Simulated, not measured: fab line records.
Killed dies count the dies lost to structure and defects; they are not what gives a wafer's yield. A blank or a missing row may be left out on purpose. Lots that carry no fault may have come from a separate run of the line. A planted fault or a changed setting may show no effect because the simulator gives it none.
What tool caused it? -- flow gf180mcu -- route of 602 steps, sampled at 1 step: 11 lots, 33 wafers

## WHAT THE GAUGES SHOWED, per wafer
GF_V4_RS_MEAS_24: a four-point-probe measurement. Usual: V4_W_RS 0.326 ohm/sq, standard deviation 0.003.
lot,measured,on,V4_W_RS (ohm/sq),flag
L705,day 24 21:11,filmMetro-01,0.324 0.324 0.327,
L707,day 25 07:44,filmMetro-01,0.330 0.329 0.328,
L709,day 26 05:59,filmMetro-04,0.325 0.326 0.323,
L710,day 26 14:22,filmMetro-04,0.329 0.329 0.328,
L712,day 27 05:49,filmMetro-04,0.328 0.327 0.327,
L713,day 27 12:16,filmMetro-02,0.327 0.328 0.326,
L714,day 27 20:07,filmMetro-02,0.326 0.330 0.323,
L715,day 27 22:44,filmMetro-02,0.322 0.322 0.322,
L716,day 28 12:44,filmMetro-02,0.325 0.328 0.327,
L717,day 28 14:14,filmMetro-04,0.329 0.327 0.327,
L726,day 30 23:25,filmMetro-01,0.327 0.329 0.325,

## EACH LOT AND THE TOOL THAT RAN IT (in order: tool; ch and the chambers of the sampled wafers; start)
The record shows no process step preceding these readings.

## WHAT THE TOOLS THEMSELVES READ (means of the sampled wafers that have a number; where no wafer has one, the mark that the record gives instead)
The record holds no such reading with a usual standard deviation.

## THE ANSWER, worked out from the rows above alone
Rule: a lot is off if the mean of its wafers that have a number lies more than 3 standard deviations from the usual mean. A lot without any number at a reading at which 4 lots or more have one is off too. Any other lot the step has rows for is counted as sound. Order of review: gauges by route order, followed by the tools' own readings, for which a lot's mean as printed above is used. The first step at which some lot is off is used, and at that step the reading that is off furthest; a lot without a number counts as furthest.
Across all readings shown, no lot is off: no conclusion can be drawn from this.

## WHAT THE SIMULATOR HAD INSERTED
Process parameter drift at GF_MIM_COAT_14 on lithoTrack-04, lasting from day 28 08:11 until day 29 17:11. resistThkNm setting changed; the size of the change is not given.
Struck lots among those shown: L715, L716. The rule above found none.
